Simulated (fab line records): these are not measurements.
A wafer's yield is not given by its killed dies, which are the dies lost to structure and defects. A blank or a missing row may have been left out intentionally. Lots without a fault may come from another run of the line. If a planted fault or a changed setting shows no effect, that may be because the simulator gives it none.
Matching of chambers    flow gf180mcu    GF_V2_CMP_04 on cmp-01: 4 sister chambers
The step polishes SiO2. 16 wafers are shown with their chamber, then 8 later ones without.

== EACH WAFER AND ITS CHAMBER ==
wafer   chamber  motor-current-A (A)  time-to-endpoint-s (s)  slurry-filter-dp-kPa (kPa)
L218.1  0        10.6                 82                      13.21
L218.3  1        13.2                 77                      13.49
L218.6  1        12.6                 76                      13.74
L219.1  2        10.4                 75                      13.47
L219.5  3        13.9                 81                      13.45
L219.6  2        10.4                 83                      13.75
L221.1  3        14.3                 73                      13.44
L221.3  2        10.9                 74                      13.87
L221.4  1        12.5                 78                      13.35
L222.3  0        11.2                 85                      13.69
L222.4  2        11.2                 75                      13.45
L222.6  1        12.3                 75                      13.68
L225.1  0        10.8                 82                      13.47
L225.3  2        10.4                 76                      13.62
L225.6  0        11.0                 83                      13.19
L226.2  1        12.8                 79                      13.55

SIGNATURES, as means of the wafers listed above
reading               chamber 0  chamber 1  chamber 2  chamber 3  scatter within a chamber
motor-current-A       10.900     12.680     10.660     14.100     0.329
time-to-endpoint-s    83.00      77.00      76.60      77.00      2.9
slurry-filter-dp-kPa  13.3900    13.5620    13.6320    13.4450    0.181
Rule: for a wafer and a chamber, the distance is found by dividing, reading by reading, the gap between the wafer's reading and the chamber's mean by the reading's scatter, squaring, summing and taking the root. The wafer belongs to the nearest chamber; if the next one is less than 2 further off, it can't be placed. The scatter: the root of (the sum of the squares of (reading less its chamber's mean) over the shown wafers, divided by (wafers less chambers)).

== WAFERS WHOSE CHAMBER IS MISSING ==
wafer   motor-current-A (A)  time-to-endpoint-s (s)  slurry-filter-dp-kPa (kPa)
L226.4  13.4                 86                      13.62
L226.5  13.1                 83                      13.56
L232.1  13.1                 77                      13.59
L232.2  10.5                 77                      13.33
L232.5  11.3                 83                      13.59
L235.3  13.3                 87                      13.47
L235.4  10.8                 88                      13.60
L235.5  10.3                 92                      13.45

== THE CHAMBER EACH PASSED THROUGH ==
wafer   from the rows above      in truth
L226.4  can't be placed: 1 or 3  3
L226.5  can't be placed: 1 or 3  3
L232.1  can't be placed: 1 or 3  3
L232.2  can't be placed: 2 or 0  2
L232.5  can't be placed: 0 or 2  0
L235.3  can't be placed: 1 or 3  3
L235.4  can't be placed: 0 or 2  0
L235.5  can't be placed: 0 or 2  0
Placed correctly: 0 of 8. Not placeable from these rows: 8 (in 8, the candidates include the true chamber). Number placed wrongly: 0.
